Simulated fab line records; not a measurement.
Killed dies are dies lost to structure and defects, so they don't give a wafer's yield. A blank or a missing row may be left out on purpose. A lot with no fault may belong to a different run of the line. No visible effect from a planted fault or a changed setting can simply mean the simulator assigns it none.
fab line records | flow sky130
record lots=12 wafers=36 last-day=50
route steps=708 shown POLY_CUT@318 LI_CONTACT@364 METAL2@483
lots that met no fault: from a run of the same line without faults
start-h: the number of hours between the record's first day and the start of the first shown wafer of the lot | wait-h: hours since the lot's step before | " identical to the entry in the row above | L1.1+2: several wafers, shown together as one row | - either no value or no given start | * or withheld: withheld | < > ~ a bound
route shown NAME@n: names a module that has steps shown in the file, with the first one's number in the route | usual: mean and standard deviation over wafers with no fault | same: alike in all rows | chamber/n: place in a boat | sites: each site's reading | _std_site: their standard deviation | _edge_site: mean of outer sites minus mean of inner sites | radius-mm: how far each site lies from the wafer's centre | mask NAME#n: copy n | behind: tool/chamber where the wafer was last shaped | hold: why the lot was held/for how many hours/how that ended | device: transistor that didn't switch, given as n, p or np | end of line: tests run on the same wafers once the route is complete | for a step that has no rows: nothing shown but its recipe | killed: count of dies lost to structure and defects at first sort (not the wafer's yield) | map: the dies of a wafer, with x for killed, . for not killed, _ for no die there
set.NAME: setting as actually run; set.NAME@STEP: the setting as run at that earlier step | model.NAME: the simulator's own value behind a step, which no gauge read
route steps across a sampled set of lots; one table per step, one row per wafer
services: the hour from which a tool's chamber was out of use, counted from the record's first day as start-h (under 0 if before that day), plus the number of hours and why
## steps
# step SKY_POLY_CUT_ETCH_11
# recipe target=Si3N4 chemistry=CF4/CH2F2/Ar stop-on=poly-Si source-w=600 bias-w=150 pressure-mtorr=40 cf4-flow-sccm=40 ch2f2-flow-sccm=20 Ar_flow_sccm=150 time-s=42.5 target-depth-a=600
# usual cf4-flow-sccm=40.00/0.13 drypump-motor-current-A=5.8/0.53 oes-product-au=0.830/0.0056 throttle-valve-pct=14.994/0.0089
# columns lot.wafer tool chamber start-h wait-h cf4-flow-sccm drypump-motor-current-A oes-product-au rf-hours-counter-h throttle-valve-pct
L336.1 rie-diel-01 1 553.59 0.0 40.10 6.4 0.830 12 14.989
L336.4 " 3 " " 40.08 5.8 0.832 2 14.995
L336.6 " 0 " " 39.89 6.6 0.831 - 14.989
L337.3 rie-diel-04 3 554.83 0.0 40.08 4.9 0.827 59 15.004
L337.4 " 0 " " 39.87 6.0 0.842 11 14.991
L337.5 " 3 " " 39.92 4.9 0.824 - 14.993
L341.2 rie-diel-04 3 593.75 0.0 39.90 4.9 0.822 60 14.997
L341.5 " 2 " " 39.83 5.6 0.835 - 14.997
L341.6 " 1 " " 39.88 5.6 0.825 - 14.995
L342.1 rie-diel-04 2 607.62 0.0 40.08 5.6 0.837 3 14.976
L342.2 " 3 " " 39.88 4.9 0.826 61 14.994
L342.4 " 0 " " 40.10 6.0 0.843 12 14.991
L344.1 rie-diel-04 1 617.54 0.0 39.92 5.6 0.838 14 14.986
L344.4 " 2 " " 40.01 5.6 0.829 4 14.993
L344.6 " 3 " " 39.96 4.9 0.836 - 14.992
L352.1 rie-diel-04 2 703.04 0.0 39.77 5.6 0.822 5 14.993
L352.4 " 1 " " 40.00 5.6 0.822 17 14.992
L352.5 " 1 " " 39.91 5.6 0.825 - 15.001
L354.1 rie-diel-04 1 721.12 0.0 40.01 5.6 0.825 18 14.993
L354.2 " 3 " " 39.92 4.9 0.825 1 14.990
L354.3 " 0 " " 39.91 6.0 0.832 16 15.002
L355.1 rie-diel-02 3 721.69 0.0 40.12 6.1 0.845 12 15.001
L355.3 " 0 " " 39.92 4.8 0.838 7 14.991
L355.6 " 0 " " 40.14 4.8 0.837 - 14.985
L356.2 rie-diel-02 0 729.60 0.0 39.89 4.8 0.828 8 14.999
L356.4 " 0 " " 39.94 4.8 0.835 - 15.004
L356.6 " 3 " " 39.99 6.1 0.826 - 15.011
L357.1 rie-diel-04 0 729.95 0.0 40.00 6.0 0.831 16 14.990
L357.2 " 2 " " 39.66 5.6 0.830 6 14.995
L357.5 " 3 " " 40.18 4.9 0.828 - 14.989
L358.1 rie-diel-04 3 741.34 0.0 40.07 4.9 0.833 2 14.990
L358.5 " 0 " " 39.98 6.0 0.827 - 14.985
L358.6 " 3 " " 39.90 4.9 0.835 - 14.989
L359.4 rie-diel-04 3 747.84 0.0 40.01 4.9 0.833 2 14.994
L359.5 " 2 " " 39.96 5.6 0.826 - 14.987
L359.6 " 1 " " 40.03 5.6 0.823 - 15.004
# step SKY_LI_CONTACT_CMP_02
# recipe material=PSG down-force-psi=4 platen-rpm=60 pad-velocity-m-s=0.94248
# usual motor-current-A=12.9/1.1 time-to-endpoint-s=31/3.1
# columns lot.wafer tool chamber start-h wait-h motor-current-A time-to-endpoint-s
L336.1 cmp-02 0 643.93 0.1 14.7 28
L336.4 " 3 " " 11.3 26
L336.6 " 0 " " 14.3 25
L337.3 cmp-02 1 646.47 0.1 12.1 28
L337.4 " 2 " " 11.8 31
L337.5 " 0 " " 14.4 27
L341.2 cmp-02 1 681.17 0.0 12.5 33
L341.5 " 1 " " 12.4 34
L341.6 " 2 " " 11.2 33
L342.1 cmp-01 3 694.27 0.1 11.9 30
L342.4 " 0 " " 13.9 27
L342.2 " 1 " " 14.3 32
L344.4 cmp-01 0 705.10 0.1 14.0 29
L344.1 " 2 " " 13.4 35
L344.6 " 0 " " 14.0 29
L352.4 cmp-01 1 786.06 0.1 13.0 32
L352.1 " 2 " " 13.6 34
L352.5 " 0 " " 13.7 26
L354.3 cmp-01 0 804.03 0.1 14.1 31
L354.1 " 1 " " 13.2 34
L354.2 " 2 " " 13.9 32
L355.3 cmp-01 2 805.22 0.0 13.3 32
L355.1 " 3 " " 11.2 35
L355.6 " 3 " " 12.0 33
L356.2 cmp-02 3 812.67 0.1 12.2 32
L356.4 " 0 " " 14.0 30
L356.6 " 1 " " 12.0 31
L357.1 cmp-02 1 813.34 0.1 12.5 32
L357.2 " 2 " " 12.1 35
L357.5 " 0 " " 14.5 30
L358.1 cmp-02 2 824.26 0.1 11.7 35
L358.6 " 0 " " 15.5 27
L358.5 " 1 " " 12.5 36
L359.4 cmp-02 3 830.33 0.2 11.8 27
L359.6 " 0 " " 14.0 28
L359.5 " 1 " " 12.5 34
# step SKY_LI_CONTACT_CD_MEAS_12
# recipe target-cd-nm=170
# usual cd-nm=170.2/1.5
# columns lot.wafer tool chamber start-h wait-h cd-nm
L336.1 cd-sem-02 - 672.04 - 170.1
L336.4 " - " " 169.3
L336.6 " - " " 169.7
L337.3 cd-sem-02 - 675.09 - 169.6
L337.4 " - " " 168.3
L337.5 " - " " 168.2
L341.2 cd-sem-02 - 709.30 - 171.0
L341.5 " - " " 169.1
L341.6 " - " " 170.2
L342.1 cd-sem-02 - 722.40 - 169.4
L342.2 " - " " 169.5
L342.4 " - " " 169.4
L344.1 cd-sem-02 - 732.93 - 170.6
L344.4 " - " " 171.9
L344.6 " - " " 171.0
L352.1 cd-sem-02 - 813.94 - 169.8
L352.4 " - " " 170.0
L352.5 " - " " 169.6
L354.1 cd-sem-01 - 831.19 - 168.6
L354.2 " - " " 170.6
L354.3 " - " " 170.1
L355.1 cd-sem-02 - 832.68 - 169.6
L355.3 " - " " 170.3
L355.6 " - " " 170.8
L356.2 cd-sem-02 - 838.97 - 170.2
L356.4 " - " " 171.3
L356.6 " - " " 170.2
L357.1 cd-sem-01 - 839.69 - 170.2
L357.2 " - " " 170.9
L357.5 " - " " 170.6
L358.1 cd-sem-01 - 850.18 - 168.5
L358.5 " - " " 169.2
L358.6 " - " " 169.3
L359.4 cd-sem-01 - 856.20 - 171.4
L359.5 " - " " 173.3
L359.6 " - " " 171.9
# step SKY_METAL2_SPUTTER_00
# recipe material=Ti target-thk-nm=15 power-w=3000 time-s=10 chamber-pressure-pa=0.4
# usual cathode-dc-power-W=3000.0/0.57 chamber-pressure-pa=0.4001/0.00085 throttle-valve-pct=29.4/1.1
# columns lot.wafer tool chamber start-h wait-h cathode-dc-power-W chamber-pressure-pa throttle-valve-pct
L336.1 pvd-sputter-01 - 787.95 0.2 2999.4 0.3996 29.4
L336.4 " - " " 3000.5 0.4010 27.6
L336.6 " - " " 3001.0 0.3998 29.8
L337.3 pvd-sputter-01 - 792.91 0.2 2999.9 0.4008 29.6
L337.4 " - " " 3000.5 0.4010 28.0
L337.5 " - " " 3000.8 0.4005 29.7
L341.2 pvd-sputter-03 - 827.56 0.1 3000.6 0.3999 28.6
L341.5 " - " " 3000.4 0.4000 28.3
L341.6 " - " " 2999.6 0.4001 29.9
L342.1 pvd-sputter-02 - 838.87 0.1 2999.8 0.4000 29.1
L342.2 " - " " 3000.1 0.4000 29.2
L342.4 " - " " 3000.5 0.4000 30.7
L344.1 pvd-sputter-01 - 848.96 0.2 2999.2 0.4002 30.2
L344.4 " - " " 3000.4 0.3989 27.5
L344.6 " - " " 2999.7 0.4007 29.5
L352.1 pvd-sputter-01 - 924.51 0.2 3000.0 0.4007 29.6
L352.4 " - " " 3000.8 0.3994 28.3
L352.5 " - " " 3000.3 0.4003 27.5
L354.1 pvd-sputter-01 - 941.68 0.2 - - -
L354.2 " - " " - - -
L354.3 " - " " - - -
L355.1 pvd-sputter-02 - 943.35 0.1 - - -
L355.3 " - " " - - -
L355.6 " - " " - - -
L356.2 pvd-sputter-02 - 948.21 0.2 - - -
L356.4 " - " " - - -
L356.6 " - " " - - -
L357.1 pvd-sputter-01 - 949.36 0.2 3000.1 0.4010 27.4
L357.2 " - " " 2999.7 0.4007 29.3
L357.5 " - " " 3001.0 0.4017 27.5
L358.1 pvd-sputter-01 - 959.98 0.1 3000.0 0.3993 27.3
L358.5 " - " " 2999.5 0.3991 27.2
L358.6 " - " " 3000.4 0.4014 29.5
L359.4 pvd-sputter-01 - 964.60 0.1 3000.2 0.3995 30.0
L359.5 " - " " 3000.1 0.3995 27.4
L359.6 " - " " 3000.3 0.4018 30.3
## services
# columns tool chamber start-h hours kind
cmp-02 - 537.65 6.2 pm
cmp-01 - 543.84 3.2 pm
cmp-02 - 562.14 2.6 repair
cmp-02 - 572.01 4.0 pm
rie-diel-04 0 589.71 9.3 repair
cmp-01 - 592.57 0.5 repair
rie-diel-04 2 650.28 19.7 repair
pvd-sputter-01 - 656.40 2.5 repair
rie-diel-04 2 688.98 5.5 repair
cmp-02 - 700.50 3.7 repair
cmp-02 - 742.00 1.2 repair
pvd-sputter-01 - 748.70 4.8 repair
rie-diel-04 3 757.67 8.2 repair
cmp-02 - 774.88 3.5 repair
cmp-02 - 817.34 4.3 pm
rie-diel-04 0 870.81 1.3 repair
pvd-sputter-01 - 890.77 4.1 repair
cmp-02 - 897.36 14.7 repair
rie-diel-04 1 900.85 2.5 repair
cmp-02 - 912.03 4.0 pm
pvd-sputter-01 - 925.11 1.4 repair
rie-diel-04 3 927.39 5.5 repair
cmp-02 - 945.48 2.2 repair
cmp-02 - 949.42 2.6 repair
## key
first-sign step=SKY_METAL2_SPUTTER_00 reading=tool-record direction=missing
effect none on later readings
met-at SKY_METAL2_SPUTTER_00
struck-lots L354,L355,L356
not-acting-at SKY_POLY_CUT_ETCH_11,SKY_LI_CONTACT_CMP_02,SKY_LI_CONTACT_CD_MEAS_12
onset-between 924.51 941.68
fault kind=skipped-step-whole tool=pvd-sputter-01,pvd-sputter-02 chamber=- onset-h=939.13 steps=SKY_METAL2_SPUTTER_00 scope=struck-lots-only
